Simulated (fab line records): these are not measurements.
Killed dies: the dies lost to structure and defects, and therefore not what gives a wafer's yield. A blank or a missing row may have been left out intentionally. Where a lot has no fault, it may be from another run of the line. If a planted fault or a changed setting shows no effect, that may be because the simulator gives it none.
fab line records	flow gf180mcu	part 1 of 2: steps 1 to 31 of 40
record: lots: 5	wafers: 15	lastDay: 33
route steps=602 shown SALICIDE@280 CONTACT@287 M1@315
lots that met no fault: from a run of the same line without faults
startH: hours from the record's opening day to when the first of the lot's shown wafers began	waitH: hours since the lot's step before	" unchanged from the row above	L1.1+2: a single row standing in for several wafers	- no value present, or no start provided	* or withheld: withheld	< > ~ a bound
route shown NAME@n: names a module that has steps shown in the file, with the first one's number in the route	usual: mean/standard deviation taken from wafers without a fault	same: alike in all rows	chamber/n: place in a boat	sites: readings site by site	_std_site: the values' standard deviation	_edge_site: mean of outer sites minus mean of inner sites	radiusMm: how far each site lies from the wafer's centre	mask NAME#n: copy n	behind: the most recent tool/chamber to have shaped the wafer	hold: reason for holding the lot/hours on hold/outcome of the hold	device: which transistor (n, p or np) failed to switch	end of line: the tests these same wafers got at the end of their route	a step without rows: its recipe alone	killed: dies lost to structure and defects at the first sort, not the wafer's yield	map: a wafer's dies, x killed, . not, _ none there
set.NAME: the run value of the setting; set.NAME@STEP: its run value at that earlier step	model.NAME: the simulator's own value behind a step, which no gauge read
lots seen at some steps along the route; tables by step, rows by wafer
services: when a tool's chamber went out of use (startH, in hours from the record's first day, below 0 if earlier), for how many hours, and the reason
== steps ==
step: GF_SALICIDE_SPUTTER_02
recipe: material: Co	targetThkNm: 10	powerW: 1000	timeS: 20	chamberPressurePa: 0.4
usual: throttleValvePct: 30.2/0.94
same: timeS: 20
lot.wafer	tool	chamber	startH	waitH	throttleValvePct
L077.1	pvdSputter-03	-	353.21	0.0	30.3
L077.2	"	-	"	"	29.5
L077.5	"	-	"	"	31.2
L078.1	pvdSputter-01	-	364.91	0.0	30.4
L078.3	"	-	"	"	29.5
L078.4	"	-	"	"	30.4
L081.1	pvdSputter-01	-	391.80	0.0	29.8
L081.5	"	-	"	"	30.9
L081.6	"	-	"	"	30.5
L087.1	pvdSputter-01	-	451.00	0.0	29.9
L087.3	"	-	"	"	30.2
L087.5	"	-	"	"	31.1
L096.2	pvdSputter-03	-	515.96	0.0	30.5
L096.4	"	-	"	"	31.4
L096.6	"	-	"	"	28.3
step: GF_SALICIDE_SPUTTER_03
recipe: material: TiN	targetThkNm: 20	powerW: 6500	timeS: 16.7	chamberPressurePa: 0.4
usual: throttleValvePct: 30.2/0.94
same: timeS: 16.7
lot.wafer	tool	chamber	startH	waitH	throttleValvePct
L077.1	pvdSputter-03	-	353.24	0.0	30.5
L077.2	"	-	"	"	29.6
L077.5	"	-	"	"	31.5
L078.1	pvdSputter-01	-	364.94	0.0	30.5
L078.3	"	-	"	"	29.8
L078.4	"	-	"	"	30.3
L081.1	pvdSputter-01	-	391.82	0.0	29.8
L081.5	"	-	"	"	30.9
L081.6	"	-	"	"	30.5
L087.1	pvdSputter-01	-	451.02	0.0	29.7
L087.3	"	-	"	"	30.1
L087.5	"	-	"	"	31.0
L096.2	pvdSputter-03	-	515.99	0.0	30.5
L096.4	"	-	"	"	31.4
L096.6	"	-	"	"	28.2
step: GF_SALICIDE_RS_MEAS_04
recipe: thkMeasGauge: four-point-probe	reads: TiN_of_SALICIDE_SPUTTER_03+Co_of_SALICIDE_SPUTTER_02
usual: SALICIDE_TIN_RS: 16.39/0.28
lot.wafer	tool	chamber	startH	waitH	SALICIDE_TIN_RS[ohm/sq]
L077.1	filmMetro-02	-	353.27	0.0	16.68
L077.2	"	-	"	"	16.71
L077.5	"	-	"	"	16.67
L078.1	filmMetro-03	-	364.97	0.0	16.57
L078.3	"	-	"	"	16.77
L078.4	"	-	"	"	16.60
L081.1	filmMetro-04	-	391.85	0.0	16.50
L081.5	"	-	"	"	16.38
L081.6	"	-	"	"	16.39
L087.1	filmMetro-04	-	451.05	0.0	16.18
L087.3	"	-	"	"	15.92
L087.5	"	-	"	"	16.14
L096.2	filmMetro-03	-	516.04	0.0	16.86
L096.4	"	-	"	"	16.84
L096.6	"	-	"	"	16.99
step: GF_SALICIDE_THK_MEAS_05
recipe: thkMeasGauge: xrf	reads: TiN_of_SALICIDE_SPUTTER_03
usual: SALICIDE_TIN_THK: 20.1/0.32
lot.wafer	tool	chamber	startH	waitH	SALICIDE_TIN_THK[nm]
L077.1	filmMetro-02	-	353.39	0.1	19.9
L077.2	"	-	"	"	19.8
L077.5	"	-	"	"	20.1
L078.1	filmMetro-03	-	365.09	0.1	20.1
L078.3	"	-	"	"	20.1
L078.4	"	-	"	"	20.2
L081.1	filmMetro-04	-	391.97	0.1	20.4
L081.5	"	-	"	"	20.3
L081.6	"	-	"	"	20.3
L087.1	filmMetro-04	-	451.17	0.1	19.9
L087.3	"	-	"	"	20.1
L087.5	"	-	"	"	20.1
L096.2	filmMetro-03	-	516.15	0.1	20.1
L096.4	"	-	"	"	20.2
L096.6	"	-	"	"	20.3
step: GF_SALICIDE_RTA_06
recipe: tempC: 530	timeS: 30	ambient: N2
usual: lampPowerPct: 6.16/0.19	wafer_temp_C_max: 532.3/0.63
same: timeS: 30
lot.wafer	tool	chamber	startH	waitH	lampPowerPct	wafer_temp_C_max
L077.1	rtpAnneal-01	0	353.45	0.1	5.95	533.6
L077.2	"	0	"	"	5.94	533.3
L077.5	"	0	"	"	5.96	533.2
L078.1	rtpAnneal-01	0	365.15	0.1	5.95	533.6
L078.3	"	0	"	"	5.95	531.9
L078.4	"	0	"	"	5.94	532.3
L081.1	rtpAnneal-01	0	392.03	0.1	5.95	532.2
L081.5	"	0	"	"	5.96	532.4
L081.6	"	0	"	"	5.94	532.5
L087.1	rtpAnneal-02	0	451.23	0.1	6.33	532.7
L087.3	"	0	"	"	6.33	532.9
L087.5	"	0	"	"	6.33	532.0
L096.2	rtpAnneal-01	0	516.23	0.1	5.94	532.3
L096.4	"	0	"	"	5.95	533.2
L096.6	"	0	"	"	5.94	532.7
step: GF_SALICIDE_WET_ETCH_07
recipe: chemistry: SPM	targetDepthNm: 120	dry: n2Spin
lot.wafer	tool	chamber	startH	waitH
L077.1+2+5	wetBench-03	2	353.55	0.1
L078.1+3+4	wetBench-02	0	365.25	0.1
L081.1+5+6	wetBench-04	0	392.13	0.1
L087.1+3+5	wetBench-02	0	451.33	0.1
L096.2+4+6	wetBench-04	1	516.40	0.1
step: GF_SALICIDE_RTA_08
recipe: tempC: 800	timeS: 30	ambient: N2
usual: lampPowerPct: 17.0/0.54	wafer_temp_C_max: 803.6/0.92
same: timeS: 30
lot.wafer	tool	chamber	startH	waitH	lampPowerPct	wafer_temp_C_max
L077.1	rtpAnneal-02	0	353.64	0.0	17.6	802.0
L077.2	"	0	"	"	17.6	803.3
L077.5	"	0	"	"	17.6	802.8
L078.1	rtpAnneal-02	0	365.34	0.0	17.6	802.8
L078.3	"	0	"	"	17.6	803.2
L078.4	"	0	"	"	17.6	803.4
L081.1	rtpAnneal-02	0	392.22	0.0	17.6	803.2
L081.5	"	0	"	"	17.6	802.3
L081.6	"	0	"	"	17.6	802.3
L087.1	rtpAnneal-01	0	451.42	0.0	16.5	803.8
L087.3	"	0	"	"	16.5	803.6
L087.5	"	0	"	"	16.5	803.6
L096.2	rtpAnneal-02	0	516.52	0.0	17.6	802.3
L096.4	"	0	"	"	17.6	803.4
L096.6	"	0	"	"	17.6	802.7
step: GF_CONTACT_CVD_00
recipe: material: SiO2	targetThkNm: 300	sigmaOpenFrac: 0.3	tempC: 400	timeS: 50	sih4FlowSccm: 60	pressureMtorr: 6
same: timeS: 50
lot.wafer	tool	chamber	startH	waitH
L077.1+2+5	hdpcvd-02	2,0,2	353.74	0.1
L078.1+3+4	hdpcvd-02	0,1,0	365.44	0.1
L081.1+5+6	hdpcvd-02	1,0,2	392.32	0.1
L087.1+3+5	hdpcvd-01	2,0,2	451.52	0.1
L096.2+4+6	hdpcvd-01	2,0,1	516.61	0.1
step: GF_CONTACT_THK_MEAS_01
recipe: reads: SiO2_of_CONTACT_CVD_00
usual: CONTACT_CVD_00_THK: 301/3.8
lot.wafer	tool	chamber	startH	waitH	CONTACT_CVD_00_THK[nm]
L077.1	filmMetro-04	-	353.78	0.0	302
L077.2	"	-	"	"	295
L077.5	"	-	"	"	297
L078.1	filmMetro-02	-	365.48	0.0	295
L078.3	"	-	"	"	301
L078.4	"	-	"	"	295
L081.1	filmMetro-02	-	392.37	0.0	299
L081.5	"	-	"	"	296
L081.6	"	-	"	"	299
L087.1	filmMetro-02	-	451.57	0.0	304
L087.3	"	-	"	"	305
L087.5	"	-	"	"	304
L096.2	filmMetro-02	-	516.66	0.0	306
L096.4	"	-	"	"	305
L096.6	"	-	"	"	301
step: GF_CONTACT_CVD_02
recipe: material: SiO2	targetThkNm: 860	precursor: TEOS	tempC: 400	timeS: 95.992	rfW: 600
usual: heaterPowerW: 651/110
same: timeS: 95.992
lot.wafer	tool	chamber	startH	waitH	heaterPowerW
L077.1	pecvd-01	2	353.84	0.1	554
L077.2	"	0	"	"	619
L077.5	"	0	"	"	642
L078.1	pecvd-01	0	365.54	0.1	568
L078.3	"	1	"	"	554
L078.4	"	2	"	"	636
L081.1	pecvd-01	1	392.43	0.1	563
L081.5	"	1	"	"	574
L081.6	"	2	"	"	721
L087.1	pecvd-03	0	451.63	0.1	573
L087.3	"	1	"	"	607
L087.5	"	0	"	"	610
L096.2	pecvd-03	0	516.71	0.0	573
L096.4	"	2	"	"	865
L096.6	"	1	"	"	579
step: GF_CONTACT_THK_MEAS_03
recipe: reads: SiO2_of_CONTACT_CVD_02
usual: CONTACT_CVD_02_THK: 859/12
lot.wafer	tool	chamber	startH	waitH	CONTACT_CVD_02_THK[nm]
L077.1	filmMetro-02	-	353.91	0.0	846
L077.2	"	-	"	"	842
L077.5	"	-	"	"	861
L078.1	filmMetro-04	-	365.61	0.0	839
L078.3	"	-	"	"	850
L078.4	"	-	"	"	860
L081.1	filmMetro-01	-	392.50	0.0	845
L081.5	"	-	"	"	873
L081.6	"	-	"	"	871
L087.1	filmMetro-04	-	451.70	0.0	866
L087.3	"	-	"	"	863
L087.5	"	-	"	"	881
L096.2	filmMetro-01	-	516.79	0.0	860
L096.4	"	-	"	"	873
L096.6	"	-	"	"	869
step: GF_CONTACT_CMP_04
recipe: material: SiO2	downForcePsi: 4	platenRpm: 60	padVelocityMS: 0.94248
usual: motorCurrentA: 12.3/1.3	timeToEndpointS: 111/7
lot.wafer	tool	chamber	startH	waitH	motorCurrentA	timeToEndpointS
L077.2	cmp-01	2	353.98	0.0	11.2	96
L077.1	"	1	"	"	10.1	105
L077.5	"	2	"	"	11.9	107
L078.4	cmp-01	1	365.72	0.1	9.8	116
L078.1	"	2	"	"	11.8	98
L078.3	"	3	"	"	13.9	109
L081.1	cmp-02	2	392.56	0.1	13.7	108
L081.5	"	2	"	"	12.9	117
L081.6	"	3	"	"	13.9	120
L087.1	cmp-02	2	451.81	0.1	13.5	121
L087.3	"	3	"	"	13.0	116
L087.5	"	1	"	"	12.3	126
L096.4	cmp-01	1	516.89	0.1	9.1	115
L096.2	"	2	"	"	11.0	102
L096.6	"	0	"	"	12.7	113
step: GF_CONTACT_BOW_MEAS_05
recipe: mode: bow
usual: CONTACT_BOW: 65/6.8
lot.wafer	tool	chamber	startH	waitH	CONTACT_BOW[um]
L077.1	filmMetro-02	-	354.28	0.1	67
L077.2	"	-	"	"	65
L077.5	"	-	"	"	70
L078.1	filmMetro-01	-	365.97	0.1	74
L078.3	"	-	"	"	64
L078.4	"	-	"	"	68
L081.1	filmMetro-04	-	392.86	0.2	65
L081.5	"	-	"	"	65
L081.6	"	-	"	"	48
L087.1	filmMetro-04	-	452.06	0.2	73
L087.3	"	-	"	"	56
L087.5	"	-	"	"	69
L096.2	filmMetro-01	-	517.16	0.2	58
L096.4	"	-	"	"	69
L096.6	"	-	"	"	86
step: GF_CONTACT_DEHYDRATE_06
recipe: tempC: 200	timeS: 60
same: timeS: 60
lot.wafer	tool	chamber	startH	waitH
L077.1+2+5	lithoTrack-01	0	365.48	11.2
L078.1+3+4	lithoTrack-02	0	376.65	10.7
L081.1+5+6	lithoTrack-03	0	403.92	11.0
L087.1+3+5	lithoTrack-02	0	463.75	11.7
L096.2+4+6	lithoTrack-02	0	527.87	10.7
step: GF_CONTACT_HMDS_07
recipe: primeTimeS: 60	primeTempC: 120
same: primeTimeS: 60
lot.wafer	tool	chamber	startH	waitH
L077.1+2+5	lithoTrack-01	0	365.63	0.1
L078.1+3+4	lithoTrack-02	0	376.80	0.1
L081.1+5+6	lithoTrack-03	0	404.07	0.1
L087.1+3+5	lithoTrack-02	0	463.90	0.1
L096.2+4+6	lithoTrack-02	0	528.02	0.1
step: GF_CONTACT_COAT_08
recipe: resist: BARC	tempC: withheld	timeS: withheld	spinRpm: withheld	resistThkNm: withheld
lot.wafer	tool	chamber	startH	waitH
L077.1+2+5	lithoTrack-01	0	365.78	0.1
L078.1+3+4	lithoTrack-02	0	376.95	0.1
L081.1+5+6	lithoTrack-03	0	404.22	0.1
L087.1+3+5	lithoTrack-02	0	464.05	0.1
L096.2+4+6	lithoTrack-02	0	528.17	0.1
step: GF_CONTACT_COAT_09
recipe: resist: KrF	spinRpm: withheld	resistThkNm: 1000
lot.wafer	tool	chamber	startH	waitH
L077.1+2+5	lithoTrack-01	0	-	-
L078.1+3+4	lithoTrack-02	0	-	-
L081.1+5+6	lithoTrack-03	0	-	-
L087.1+3+5	lithoTrack-02	0	-	-
L096.2+4+6	lithoTrack-02	0	-	-
step: GF_CONTACT_SOFTBAKE_10
recipe: tempC: 130	timeS: 60	resist: KrF
same: timeS: 60
lot.wafer	tool	chamber	startH	waitH
L077.1+2+5	lithoTrack-01	0	-	-
L078.1+3+4	lithoTrack-02	0	-	-
L081.1+5+6	lithoTrack-03	0	-	-
L087.1+3+5	lithoTrack-02	0	-	-
L096.2+4+6	lithoTrack-02	0	-	-
step: GF_CONTACT_EXPOSE_11
recipe: maskId: Contact	targetCdNm: 220	na: 0.68	sourceShape: conventional	sigmaOuter: 0.6	doseMj: 38
lot.wafer	tool	chamber	startH	waitH	mask
L077.1+2+5	krfScanner-01	0	-	-	Contact#0
L078.1+3+4	krfScanner-01	0	-	-	Contact#0
L081.1+5+6	krfScanner-02	0	-	-	Contact#0
L087.1+3+5	krfScanner-01	0	-	-	Contact#0
L096.2+4+6	krfScanner-01	0	-	-	Contact#0
step: GF_CONTACT_PEB_12
recipe: pebTempC: 135	pebTimeS: 90	resist: KrF
lot.wafer	tool	chamber	startH	waitH
L077.1+2+5	lithoTrack-01	0	-	-
L078.1+3+4	lithoTrack-03	0	-	-
L081.1+5+6	lithoTrack-01	0	-	-
L087.1+3+5	lithoTrack-02	0	-	-
L096.2+4+6	lithoTrack-03	0	-	-
step: GF_CONTACT_DEVELOP_13
recipe: developTimeS: 60	resist: KrF	devTempC: 21
lot.wafer	tool	chamber	startH	waitH
L077.1+2+5	lithoTrack-01	0	377.18	0.2
L078.1+3+4	lithoTrack-03	0	388.02	0.2
L081.1+5+6	lithoTrack-01	0	416.28	0.2
L087.1+3+5	lithoTrack-02	0	476.20	0.2
L096.2+4+6	lithoTrack-03	0	539.64	0.2
step: GF_CONTACT_CD_MEAS_14
recipe: targetCdNm: 220
usual: cdNm: 219.9/1.3
lot.wafer	tool	chamber	startH	waitH	cdNm
L077.1	cdSem-02	-	377.33	0.1	219.1
L077.2	"	-	"	"	218.2
L077.5	"	-	"	"	218.7
L078.1	cdSem-02	-	388.17	0.1	219.1
L078.3	"	-	"	"	219.7
L078.4	"	-	"	"	220.5
L081.1	cdSem-02	-	416.43	0.1	221.1
L081.5	"	-	"	"	220.6
L081.6	"	-	"	"	220.4
L087.1	cdSem-01	-	476.35	0.1	219.5
L087.3	"	-	"	"	217.5
L087.5	"	-	"	"	220.7
L096.2	cdSem-01	-	539.79	0.1	221.0
L096.4	"	-	"	"	221.1
L096.6	"	-	"	"	220.2
step: GF_CONTACT_OVL_MEAS_15
usual: CONTACT_OVL: 2/6
lot.wafer	tool	chamber	startH	waitH	CONTACT_OVL[nm]
L077.1	overlay-01	-	377.45	0.1	5
L077.2	"	-	"	"	-4
L077.5	"	-	"	"	8
L078.1	overlay-02	-	388.29	0.1	3
L078.3	"	-	"	"	5
L078.4	"	-	"	"	12
L081.1	overlay-02	-	416.55	0.1	-2
L081.5	"	-	"	"	3
L081.6	"	-	"	"	-7
L087.1	overlay-02	-	476.47	0.1	-7
L087.3	"	-	"	"	-3
L087.5	"	-	"	"	-1
L096.2	overlay-01	-	539.89	0.1	-2
L096.4	"	-	"	"	-3
L096.6	"	-	"	"	6
step: GF_CONTACT_ETCH_16
recipe: chemistry: N2/H2	targetDepthA: withheld	overetchA: withheld	timeS: withheld	target: BARC	ionEnergyEv: 200	sourceW: 500	biasW: 100	pressureMtorr: 30	n2FlowSccm: 100	h2FlowSccm: 200
usual: drypumpMotorCurrentA: 5.7/0.41	oesProductAu: 0.855/0.0049	throttleValvePct: 13.226/0.0095
lot.wafer	tool	chamber	startH	waitH	drypumpMotorCurrentA	oesProductAu	throttleValvePct
L077.1	rieDiel-04	3	377.49	0.0	6.3	0.853	13.209
L077.2	"	0	"	"	6.1	0.857	13.250
L077.5	"	3	"	"	6.3	0.862	13.224
L078.1	rieDiel-04	1	388.33	0.0	5.0	0.864	13.231
L078.3	"	0	"	"	6.1	0.856	13.221
L078.4	"	1	"	"	5.0	0.857	13.227
L081.1	rieDiel-04	2	416.58	0.0	5.8	0.853	13.237
L081.5	"	2	"	"	5.8	0.860	13.233
L081.6	"	1	"	"	5.0	0.852	13.203
L087.1	rieDiel-03	1	476.51	0.0	5.1	0.859	13.227
L087.3	"	2	"	"	5.9	0.860	13.231
L087.5	"	2	"	"	5.9	0.860	13.231
L096.2	rieDiel-03	0	539.92	0.0	5.3	0.859	13.221
L096.4	"	1	"	"	5.1	0.855	13.230
L096.6	"	1	"	"	5.1	0.850	13.231
step: GF_CONTACT_ETCH_17
recipe: chemistry: C4F8/O2/Ar	maskMaterial: KrF	target: SiO2	stopOn: CoSi2	sourceW: 1500	biasW: 1200	pressureMtorr: 40	c4f8FlowSccm: withheld	O2_flow_sccm: 6	Ar_flow_sccm: 300	timeS: withheld	targetDepthA: 8600
usual: oesProductAu: 0.815/0.0047
lot.wafer	tool	chamber	startH	waitH	oesProductAu
L077.1	rieDiel-04	3	-	-	0.811
L077.2	"	0	"	"	0.808
L077.5	"	3	"	"	0.820
L078.1	rieDiel-04	1	-	-	0.809
L078.3	"	0	"	"	0.821
L078.4	"	1	"	"	0.816
L081.1	rieDiel-04	2	-	-	0.825
L081.5	"	2	"	"	0.816
L081.6	"	1	"	"	0.810
L087.1	rieDiel-03	1	-	-	0.822
L087.3	"	2	"	"	0.817
L087.5	"	2	"	"	0.822
L096.2	rieDiel-03	0	-	-	0.818
L096.4	"	1	"	"	0.815
L096.6	"	1	"	"	0.813
step: GF_CONTACT_STRIP_18
recipe: chemistry: O2/N2	powerW: 1400	pressureMtorr: 1500	platenTempC: 250	o2FlowSccm: 3000	n2FlowSccm: 300	overashFraction: 0.5
usual: drypumpMotorCurrentA: 5.74/0.25	heaterPowerW: 330/26	oesProductAu: 0.579/0.0052
lot.wafer	tool	chamber	startH	waitH	drypumpMotorCurrentA	heaterPowerW	oesProductAu	rfHoursCounterH
L077.1	plasmaAsher-04	0	377.65	-	5.84	310	0.579	63
L077.2	"	1	"	"	5.71	335	0.584	63
L077.5	"	1	"	"	5.70	346	0.587	-
L078.1	plasmaAsher-04	1	388.49	-	5.72	352	0.581	63
L078.3	"	1	"	"	5.69	339	0.584	-
L078.4	"	0	"	"	5.81	307	0.569	-
L081.1	plasmaAsher-04	1	416.75	-	5.73	348	0.576	66
L081.5	"	0	"	"	5.77	311	0.578	-
L081.6	"	1	"	"	5.74	341	0.579	-
L087.1	plasmaAsher-02	0	476.67	-	6.14	314	0.580	40
L087.3	"	0	"	"	6.15	333	0.581	-
L087.5	"	1	"	"	5.24	288	0.579	-
L096.2	plasmaAsher-01	1	540.09	-	5.64	375	0.578	12
L096.4	"	1	"	"	5.65	371	0.583	-
L096.6	"	1	"	"	5.62	371	0.573	-
step: GF_CONTACT_CLEAN_19
recipe: chemistry: SPM
lot.wafer	tool	chamber	startH	waitH
L077.1+2+5	wetBench-02	0	377.75	0.1
L078.1+3+4	wetBench-01	3	388.59	0.1
L081.1+5+6	wetBench-01	3	416.85	0.1
L087.1+3+5	wetBench-04	1	476.77	0.1
L096.2+4+6	wetBench-02	1	540.19	0.1
step: GF_CONTACT_CLEAN_20
recipe: chemistry: DIW
lot.wafer	tool	chamber	startH	waitH
L077.1+2+5	wetBench-01	0	377.84	0.0
L078.1+3+4	wetBench-02	1	388.68	0.0
L081.1+5+6	wetBench-02	3	416.94	0.0
L087.1+3+5	wetBench-02	1	476.86	0.0
L096.2+4+6	wetBench-04	0	540.29	0.0
step: GF_CONTACT_CLEAN_21
recipe: chemistry: dHF	timeS: 20	dilution: 100:1	dry: ipaMarangoni
same: timeS: 20
lot.wafer	tool	chamber	startH	waitH
L077.1+2+5	wetBench-02	0	377.93	0.0
L078.1+3+4	wetBench-04	0	388.78	0.0
L081.1+5+6	wetBench-01	0	417.03	0.0
L087.1+3+5	wetBench-01	2	476.95	0.0
L096.2+4+6	wetBench-02	3	540.38	0.0
step: GF_CONTACT_SPUTTER_22
recipe: material: Ti	targetThkNm: 15	chamberPressurePa: 5	powerW: 2500	substrateTempC: 200	timeS: 80.02
usual: throttleValvePct: 30.3/0.8
same: timeS: 80.02
lot.wafer	tool	chamber	startH	waitH	throttleValvePct
L077.1	pvdSputter-01	-	377.95	0.0	30.9
L077.2	"	-	"	"	30.2
L077.5	"	-	"	"	30.9
L078.1	pvdSputter-01	-	388.80	0.0	30.4
L078.3	"	-	"	"	30.6
L078.4	"	-	"	"	30.9
L081.1	pvdSputter-04	-	417.05	0.0	30.4
L081.5	"	-	"	"	31.2
L081.6	"	-	"	"	30.6
L087.1	pvdSputter-03	-	476.97	0.0	31.4
L087.3	"	-	"	"	28.2
L087.5	"	-	"	"	31.5
L096.2	pvdSputter-03	-	540.39	0.0	31.1
L096.4	"	-	"	"	29.5
L096.6	"	-	"	"	31.4
step: GF_CONTACT_SPUTTER_23
recipe: material: TiN	targetThkNm: 10	chamberPressurePa: 5	powerW: 4000	timeS: 40
usual: throttleValvePct: 30.4/0.82
same: timeS: 40
lot.wafer	tool	chamber	startH	waitH	throttleValvePct
L077.1	pvdSputter-01	-	378.01	0.0	31.1
L077.2	"	-	"	"	30.3
L077.5	"	-	"	"	31.3
L078.1	pvdSputter-01	-	388.86	0.0	30.4
L078.3	"	-	"	"	30.6
L078.4	"	-	"	"	31.0
L081.1	pvdSputter-04	-	417.11	0.0	30.4
L081.5	"	-	"	"	31.2
L081.6	"	-	"	"	30.3
L087.1	pvdSputter-03	-	477.03	0.0	31.3
L087.3	"	-	"	"	28.1
L087.5	"	-	"	"	31.2
L096.2	pvdSputter-03	-	540.45	0.0	31.2
L096.4	"	-	"	"	29.6
L096.6	"	-	"	"	31.3
